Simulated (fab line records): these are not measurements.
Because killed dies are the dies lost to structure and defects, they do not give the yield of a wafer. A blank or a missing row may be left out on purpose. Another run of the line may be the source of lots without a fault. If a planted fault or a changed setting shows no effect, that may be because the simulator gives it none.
Split-lot experiment | flow sfqLine | 23 wafers read across 5 lots, on a route 325 steps long

ON THE SPLIT
At SFQ_TRILAYER_I2_VIA_LITHO_COAT_067 (resist thk 650 nm), the setting resistThkNm was moved away from the recipe's 650 nm on 8 of the 23 wafers read, by -4.8% to -3.6%. The other wafers ran this setting at the recipe's value.

FROM THE SPLIT TO THE READING: what the file shows between them, 4 steps
- SFQ_TRILAYER_I2_VIA_LITHO_SOFTBAKE_071
- SFQ_TRILAYER_I2_VIA_LITHO_EXPOSE_068: exposes mask I2, target cd 500 nm
- SFQ_TRILAYER_I2_VIA_LITHO_DEVELOP_069: time 60 s
- SFQ_TRILAYER_I2_VIA_BARC_OPEN_VIA_ETCH_096: etches BARC in O2, target depth 125 nm, time 41.7 s

THE READING
KrF_of_TRILAYER_I2_VIA_LITHO_COAT_067.thkNm (the simulator's own value, which no gauge read), in nm, at SFQ_TRILAYER_I2_VIA_ETCH_VIA_ETCH_070 (etches SiO2 in CHF3, stops on Nb, target depth 260 nm). The file does not state a usual value for it. Here, 15 wafers ran the recipe; their average is 527.6 nm with a standard deviation of 2.7 nm.

wafer  | tool, chamber at the split | resistThkNm as run, nm | against the recipe | KrF_of_TRILAYER_I2_VIA_LITHO_COAT_067.thkNm, nm | against lot-mates on the recipe
L078.4 | lithoTrack-01, 0           | 650                    | recipe             | 530.3                                           | -
L078.5 | lithoTrack-01, 0           | 650                    | recipe             | 532.4                                           | -
L078.6 | lithoTrack-01, 0           | 650                    | recipe             | 528.7                                           | -
L079.1 | lithoTrack-01, 0           | 650                    | recipe             | 526.4                                           | -
L079.3 | lithoTrack-01, 0           | 618.6                  | -4.8%              | 500.3                                           | -24.9
L079.4 | lithoTrack-01, 0           | 618.6                  | -4.8%              | 494.9                                           | -30.4
L079.5 | lithoTrack-01, 0           | 618.6                  | -4.8%              | 497.5                                           | -27.8
L079.6 | lithoTrack-01, 0           | 650                    | recipe             | 524.1                                           | -
L080.1 | lithoTrack-04, 0           | 650                    | recipe             | 524                                             | -
L080.2 | lithoTrack-04, 0           | 618.6                  | -4.8%              | 496.7                                           | -28.1
L080.3 | lithoTrack-04, 0           | 618.6                  | -4.8%              | 496                                             | -28.8
L080.4 | lithoTrack-04, 0           | 618.6                  | -4.8%              | 494.7                                           | -30.1
L080.6 | lithoTrack-04, 0           | 650                    | recipe             | 525.6                                           | -
L084.1 | lithoTrack-01, 0           | 626.8                  | -3.6%              | 503.9                                           | -21.2
L084.2 | lithoTrack-01, 0           | 650                    | recipe             | 524.7                                           | -
L084.4 | lithoTrack-01, 0           | 650                    | recipe             | 525.7                                           | -
L084.5 | lithoTrack-01, 0           | 650                    | recipe             | 524.8                                           | -
L084.6 | lithoTrack-01, 0           | 626.8                  | -3.6%              | 503.4                                           | -21.7
L085.1 | lithoTrack-02, 0           | 650                    | recipe             | 529.7                                           | -
L085.2 | lithoTrack-02, 0           | 650                    | recipe             | 527.7                                           | -
L085.3 | lithoTrack-02, 0           | 650                    | recipe             | 530.9                                           | -
L085.5 | lithoTrack-02, 0           | 650                    | recipe             | 530.6                                           | -
L085.6 | lithoTrack-02, 0           | 650                    | recipe             | 528                                             | -

FIT RESULTS
A straight line over all 23 wafers: KrF_of_TRILAYER_I2_VIA_LITHO_COAT_067.thkNm changes by +6.43 nm for each +1% of resistThkNm; r = +0.99; the points scatter about the line by 2.5 nm.
The same after taking each lot's own level away (the mean of its wafers on the recipe; 23 wafers): +5.88 nm for each +1%; r = +0.99; scatter 1.4 nm.
According to that fit, moving resistThkNm by its largest amount changes the reading by 28 nm.
Across the lots, their own levels run from 524.80 to 530.47 nm, a range of 2.1 times the standard deviation given above.
So the lot-to-lot level changes the slope little: the two slopes agree.
Check: -29 nm against its lot-mates is what the line predicts for one of the wafers moved furthest among these (-4.8%) when that wafer is left out of the fit. Against them it came out at -24.9 nm.

THE WHOLE CHAIN: every reading that the file lists as answering this split, in the file's order
step                                       | what it does                                          | reading                                                                                      | change (the file's fit)              | r (the file's)
SFQ_TRILAYER_I2_VIA_LITHO_COAT_067         | resist thk 650 nm                                     | KrF_of_TRILAYER_I2_VIA_LITHO_COAT_067.thkNm (the simulator's own value, which no gauge read) | +6.13 nm for each +1% of the setting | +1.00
SFQ_TRILAYER_I2_VIA_BARC_OPEN_VIA_ETCH_096 | etches BARC in O2, target depth 125 nm, time 41.7 s   | KrF_of_TRILAYER_I2_VIA_LITHO_COAT_067.thkNm (the simulator's own value, which no gauge read) | +6.02 nm for each +1% of the setting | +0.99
SFQ_TRILAYER_I2_VIA_ETCH_VIA_ETCH_070      | etches SiO2 in CHF3, stops on Nb, target depth 260 nm | KrF_of_TRILAYER_I2_VIA_LITHO_COAT_067.thkNm (the simulator's own value, which no gauge read) | +5.9 nm for each +1% of the setting  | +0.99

THE FILE'S OWN FIT
KrF_of_TRILAYER_I2_VIA_LITHO_COAT_067.thkNm changes by +5.9 nm for each +1% of resistThkNm, r = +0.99.
